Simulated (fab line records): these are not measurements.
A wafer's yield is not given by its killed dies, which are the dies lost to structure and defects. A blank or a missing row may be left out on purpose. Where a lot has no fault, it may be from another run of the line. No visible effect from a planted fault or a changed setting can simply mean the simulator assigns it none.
One fault seen from 2 desks -- flow sky130 -- every desk sees just its own numbers, and what lay behind them comes last

== DESK OF THE TOOL OWNER: implanter-01 ==
For each lot that ran on this tool, the mean over its sampled wafers that have a number, from the tool's own readings at SKY_NWELL_IMPLANT_13. If a lot's mean is further than 4 standard deviations from the usual mean, the lot is out of limits and carries the mark OUT (the distance appears in the brackets).
Columns: A = beamEnergyKeV at SKY_NWELL_IMPLANT_13, usual 50.001; B = beamOnS at SKY_NWELL_IMPLANT_13, usual 9.99 s; C = faradayCurrentUA at SKY_NWELL_IMPLANT_13, usual 3.95
lot,first seen here,A,B,C
L281,day 4 22:30,49.994,9.94,3.97
L283,day 5 15:45,49.998,9.99,3.94
L286,day 6 13:32,50.009,9.92,3.97
L289,day 6 20:20,49.984,9.98,3.95
L294,day 8 02:23,50.022,12.50 (+13) OUT,3.16 (-10) OUT
L295,day 8 06:41,49.995,12.16 (+11) OUT,3.25 (-9.4) OUT
L296,day 8 09:14,50.002,12.52 (+13) OUT,3.15 (-11) OUT
Finding of this desk: L294, L295, L296 out of limits; the first was L294 at day 8 02:23, on beamOnS at SKY_NWELL_IMPLANT_13. L281, L283, L286, L289 stayed within limits.

== AT THE METROLOGY DESK ==
Lot by lot, what the gauges showed, no matter which tool ran the lot: averages of those sampled wafers that carry a number. If a lot's mean is further than 4 standard deviations from the usual mean, the lot is out of limits and carries the mark OUT (the distance appears in the brackets).
Columns: A = FIELD_ISO_OXIDATION_00_THK at SKY_FIELD_ISO_THK_MEAS_02, usual 11.98 nm; B = NWELL_OXIDATION_THK at SKY_NWELL_THK_MEAS_02, usual 10.01 nm; C = NWELL_RS at SKY_NWELL_RS_MEAS_29, usual 621.5 ohm/sq
lot,first seen here,A,B,C
L281,day 1 16:38,12.08,10.13,620.0
L282,day 1 22:13,11.94,10.00,620.0
L283,day 2 02:38,12.15,9.60,620.2
L284,day 2 07:44,12.19,9.73,619.5
L286,day 2 21:26,12.30,10.07,623.3
L288,day 3 05:05,11.50,9.83,623.4
L289,day 3 10:25,11.63,10.09,620.9
L291,day 4 01:59,11.83,9.85,621.4
L294,day 4 13:02,12.00,10.34,615.7
L295,day 4 15:27,12.08,9.97,614.1 (-4.6) OUT
L296,day 4 19:39,12.03,10.31,618.8
L301,day 5 21:46,11.81,10.13,621.7
This desk's finding: out of limits on L295; first on L295, day 9 03:21 (NWELL_RS at SKY_NWELL_RS_MEAS_29). L281, L282, L283, L284, L286, L288, L289, L291, L294, L296, L301 stayed within limits.

== TAKEN TOGETHER ==
On L294, L295, L296, at day 8 02:23, an alarm was possible from the tool owner's desk.
L295 would have let the metrology desk raise an alarm at day 9 03:21.
The metrology desk holds a record of L294, L296, inside its limits.
SKY_NWELL_IMPLANT_13 was run on implanter-01 by each of the lots named.

== WHAT HAD BEEN PUT IN BY THE SIMULATOR ==
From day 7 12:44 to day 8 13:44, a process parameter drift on implanter-01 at SKY_NWELL_IMPLANT_13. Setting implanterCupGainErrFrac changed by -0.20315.
Shown lots that were struck: L294, L295, L296.
Hours from the fault's start to each desk's first reading out of limits: the tool owner's desk, 14; the metrology desk, 39.
